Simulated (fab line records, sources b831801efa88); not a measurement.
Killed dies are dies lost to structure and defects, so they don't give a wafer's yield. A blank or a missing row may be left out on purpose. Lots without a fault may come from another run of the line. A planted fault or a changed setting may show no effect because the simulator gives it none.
Problem report in the 8D (eight disciplines) form, filled by code | flow sfq_line | the parts of the form that need people (team, actions taken, sign-off) are left out

1. THE PROBLEM
time_to_endpoint_s at SFQ_TRILAYER_I4_CMP_CMP_100 reads a mean of 279 s on 4 wafers of 3 lots; wafers without a fault read 214 s with a standard deviation of 9. That is +7.2 standard deviations from the usual mean.
The step: polishes SiO2.
First seen on wafer L403.1, day 52 06:51, on cmp-01. The record holds 44 wafers of 15 lots with a number at this step. Rule for "out", or "out of limits": more than 4 standard deviations from the usual mean. The other wafers with a number count as sound.

2. WHAT IT IS AND WHAT IT IS NOT
question                    | is                             | is not
which readings at this step | time_to_endpoint_s             | edge_zone_pressure_frac, motor_current_A
which lots                  | L403, L404, L405               | L396, L398, L400, L401, L412, L413, L414, L415, L416, L417, L418, L419
which wafers of those lots  | L403.1, L404.6, L405.1, L405.6 | L403.5, L404.2, L404.5, L405.2
read on which tools         | cmp-01                         | cmp-02
when                        | from day 52 06:51              | up to then (12 sound wafers); but 28 sound wafers of L403, L404, L405, L412, L413, L414, L415, L416, L417, L418, L419 came after

3. SUSPECTS, AND WHAT RULES EACH OUT
Counting: a tool at a process step up to the reading stays a suspect if it ran every lot that is out. Sound lots after the first of them don't rule it out here, since some wafers of a struck lot are sound.
- cmp-01 at SFQ_TRILAYER_I4_CMP_CMP_100 (polishes SiO2): kept. It ran every lot that is out, first L403 (day 52 06:51); its last sound lot up to then is L400 (day 51 05:19). Its own readings are out on those wafers: time_to_endpoint_s.
Left after counting: cmp-01 at SFQ_TRILAYER_I4_CMP_CMP_100.

4. THE CAUSE (what the simulator had put in)
Process parameter drift: cmp-01, from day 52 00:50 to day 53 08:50, at SFQ_TRILAYER_I4_CMP_CMP_100. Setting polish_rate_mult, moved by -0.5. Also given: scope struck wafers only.
Counting left only this tool.

5. THE CHAIN OF EFFECTS, in route order
Each row: a reading whose mean over the struck wafers that have a number lies more than 3 standard deviations from the usual. Only readings for which the record gives a usual standard deviation are gone through. hours: the time from each lot's start at the first step in this table that gives one to its start at this step, as a median over the lots. sigmas: the change in usual standard deviations.
hours | step                                  | reading            | usual      | on struck wafers | change | sigmas
0     | SFQ_TRILAYER_I4_CMP_CMP_100           | time_to_endpoint_s | 214 s      | 279              | +65    | +7.2
2     | SFQ_TRILAYER_I4_METRO_MEASURE_101     | thk_nm             | 199.8 nm   | 306.1            | +106.3 | +89
105   | SFQ_TRILAYER_I4_VIA_ETCH_VIA_ETCH_106 | oes_product_au     | 0.854 a.u. | 1.003            | +0.149 | +29
The process steps in it:
- SFQ_TRILAYER_I4_CMP_CMP_100: polishes SiO2.
- SFQ_TRILAYER_I4_METRO_MEASURE_101
- SFQ_TRILAYER_I4_VIA_ETCH_VIA_ETCH_106: etches SiO2 in CHF3, stops on Nb, target depth 260 nm.
Later measuring or inspecting steps at which every struck wafer that the step has a row for has a number for every such reading, and none has moved that far: SFQ_M7_RS_MEAS_943, SFQ_I7_OVL_MEAS_947.

6. WHAT WOULD HAVE CAUGHT IT SOONER
In this record the first reading out of limits was taken at day 52 06:51, 6 hours after the fault began at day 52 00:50.
